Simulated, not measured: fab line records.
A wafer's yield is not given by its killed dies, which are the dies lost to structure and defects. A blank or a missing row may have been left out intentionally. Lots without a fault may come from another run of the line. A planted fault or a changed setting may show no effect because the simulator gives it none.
One fault through the eyes of 2 desks | flow gf180mcu | each desk has only its own numbers; what lay behind them comes last

FROM THE METROLOGY DESK
What the gauges read, lot by lot, whatever tool the lot ran on: means of the sampled wafers that have a number. Any lot whose mean is over 4 standard deviations away from the usual mean is out of limits and marked OUT; that distance is given in the brackets.
Columns: A = cd-nm at GF_STI_CD_MEAS_12, usual 220.0 nm; B = VT_IMPLANT_2_TW at GF_VT_IMPLANT_TW_MEAS_21, usual 1217
lot  | first seen here | A                       | B
L330 | day 2 02:55     | 219.9                   | 1222
L331 | day 2 06:21     | 220.3                   | 1214
L334 | day 3 02:17     | 220.4                   | 1194
L336 | day 3 09:28     | 339.2 (+99 or more) OUT | -
L335 | day 3 09:52     | 220.6                   | 1229
L338 | day 3 18:05     | 328.5 (+90) OUT         | -
L337 | day 3 18:43     | 219.1                   | 1219
L339 | day 4 01:31     | 221.2                   | 1220
L343 | day 4 19:14     | 220.4                   | 1220
L344 | day 5 05:29     | 218.7                   | 1196
L346 | day 5 12:48     | 220.3                   | 1211
L348 | day 5 22:21     | 220.7                   | 1229
L349 | day 6 03:53     | 218.5                   | 1229
L351 | day 6 13:26     | 220.0                   | 1226
This desk finds L336, L338 out of limits, L336 being first, at day 3 09:28 (cd-nm at GF_STI_CD_MEAS_12). Within limits: L330, L331, L334, L335, L337, L339, L343, L344, L346, L348, L349, L351.

DESK OF THE TOOL OWNER: litho-track-02
The tool's own readings at GF_STI_PEB_10 (peb time 90 s): means of the sampled wafers that have a number, for each lot that ran on this tool. Any lot whose mean is over 4 standard deviations away from the usual mean is out of limits and marked OUT; that distance is given in the brackets.
Columns: A = heater-power-total-W at GF_STI_PEB_10, usual 85.70 W; B = plate-temp-C at GF_STI_PEB_10, usual 135.00 C
lot  | first seen here | A                       | B
L331 | day 2 05:33     | 85.70                   | 135.10
L336 | day 3 09:08     | 70.80 (-99 or more) OUT | 116.86 (-99 or more) OUT
L338 | day 3 17:46     | 70.96 (-99 or more) OUT | 116.82 (-99 or more) OUT
This desk finds L336, L338 out of limits, L336 being first, at day 3 09:08 (heater-power-total-W at GF_STI_PEB_10). Within limits: L331.

PUT TOGETHER
The tool owner's desk could have raised an alarm at day 3 09:08, on L336, L338.
Metrology desk: alarm possible at day 3 09:28 on L336, L338.
Every lot named ran GF_STI_PEB_10 on litho-track-02.

WHAT HAD BEEN PUT IN BY THE SIMULATOR
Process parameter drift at GF_STI_PEB_10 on litho-track-02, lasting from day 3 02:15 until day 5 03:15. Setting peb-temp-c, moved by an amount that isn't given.
Lots struck among those shown: L336, L338.
Fault start to first reading out of limits, in hours, per desk: tool owner, 7; metrology, 7.
